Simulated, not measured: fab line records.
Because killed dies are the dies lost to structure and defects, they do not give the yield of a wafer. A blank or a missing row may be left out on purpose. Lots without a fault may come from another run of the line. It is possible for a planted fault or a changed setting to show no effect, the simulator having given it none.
Check for tools in common	flow gf180mcu	Sampled: 13 lots, 39 wafers

REASON IT WAS OPENED
Of 13 lots, 2 have the reading VT_IMPLANT_3_TW flagged at GF_VT_IMPLANT_TW_MEAS_32. Wafers without a fault read 269.1, standard deviation 1.8.
Rule: a lot gets a flag if all its wafers with a number sit over 4 standard deviations from that mean, or if no wafer of it has a number. The rest of the lots are taken to be sound.

lot	measured	on	VT_IMPLANT_3_TW, wafer by wafer	flag
L127	day 7 07:22	filmMetro-01	270.2 268.8 269.6	
L128	day 7 12:05	filmMetro-01	271.5 269.4 270.1	
L129	day 7 19:31	filmMetro-01	269.6 269.5 270.6	
L130	day 8 05:25	filmMetro-01	268.0 269.7 270.0	
L131	day 8 16:59	filmMetro-04	266.7 265.7 266.5	
L132	day 8 19:53	filmMetro-04	267.0 266.1 266.7	
L133	day 9 02:34	filmMetro-04	266.8 266.9 265.4	
L137	day 10 00:29	filmMetro-02	268.0 269.1 269.6	
L141	day 11 02:20	filmMetro-01	268.4 270.1 270.6	
L144	day 11 22:01	filmMetro-01	30.0 30.0 30.1	FLAGGED
L145	day 12 04:57	filmMetro-04	30.2 30.1 30.2	FLAGGED
L147	day 12 14:14	filmMetro-02	271.3 271.2 272.6	
L149	day 13 05:10	filmMetro-01	269.9 269.7 270.4	
Flagged lots average 30.1: -239.0 relative to the usual, that is -99 or more standard deviations.

WHICH TOOL RAN EACH LOT
The record holds 1 process step before the reading, out of a route of 602 steps. In each cell: the tool, then ch and the chambers that the sampled wafers went through, then the start.
lot	flag	GF_VT_IMPLANT_DEVELOP_28
L127		lithoTrack-04 ch 0, day 7 06:56
L128		lithoTrack-04 ch 0, day 7 11:41
L129		lithoTrack-04 ch 0, day 7 19:05
L130		lithoTrack-01 ch 0, day 8 04:58
L131		lithoTrack-03 ch 0, day 8 16:34
L132		lithoTrack-01 ch 0, day 8 19:28
L133		lithoTrack-03 ch 0, day 9 02:08
L137		lithoTrack-01 ch 0, day 10 00:04
L141		lithoTrack-01 ch 0, day 11 01:55
L144	FLAGGED	lithoTrack-03 ch 0, day 11 21:35
L145	FLAGGED	lithoTrack-03 ch 0, day 12 04:34
L147		lithoTrack-01 ch 0, day 12 13:51
L149		lithoTrack-04 ch 0, day 13 04:44
These steps, and what they do:
- GF_VT_IMPLANT_DEVELOP_28: develop time 60 s.
- GF_VT_IMPLANT_TW_MEAS_32

FLAGGED OVER TOTAL, TOOL BY TOOL (the gauges that took the reading come last)
step	tool	lots run	flagged	share of the flagged lots	sound lots run after its first flagged lot
GF_VT_IMPLANT_DEVELOP_28	lithoTrack-01	5	0	none	-
GF_VT_IMPLANT_DEVELOP_28	lithoTrack-03	4	2	all	0
GF_VT_IMPLANT_DEVELOP_28	lithoTrack-04	4	0	none	-
GF_VT_IMPLANT_TW_MEAS_32	filmMetro-01	7	1	some	1 (L149)
GF_VT_IMPLANT_TW_MEAS_32	filmMetro-02	2	0	none	-
GF_VT_IMPLANT_TW_MEAS_32	filmMetro-04	4	1	some	0

THE TABLE: WHAT IT ALLOWS
1 row of the table ran every flagged lot: lithoTrack-03 at GF_VT_IMPLANT_DEVELOP_28.
- lithoTrack-03 at GF_VT_IMPLANT_DEVELOP_28 ran 4 lots, 2 of them flagged. A fault beginning between L133 (day 9 02:08), its last sound lot, and L144 (day 11 21:35), its first flagged one, fits the data.
Left over: one tool, lithoTrack-03 at GF_VT_IMPLANT_DEVELOP_28.

WHAT WAS PUT IN BY THE SIMULATOR
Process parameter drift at GF_VT_IMPLANT_DEVELOP_28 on lithoTrack-03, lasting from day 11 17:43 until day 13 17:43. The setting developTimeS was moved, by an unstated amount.
Struck lots among those shown: L144, L145. Same finding as the rule above.
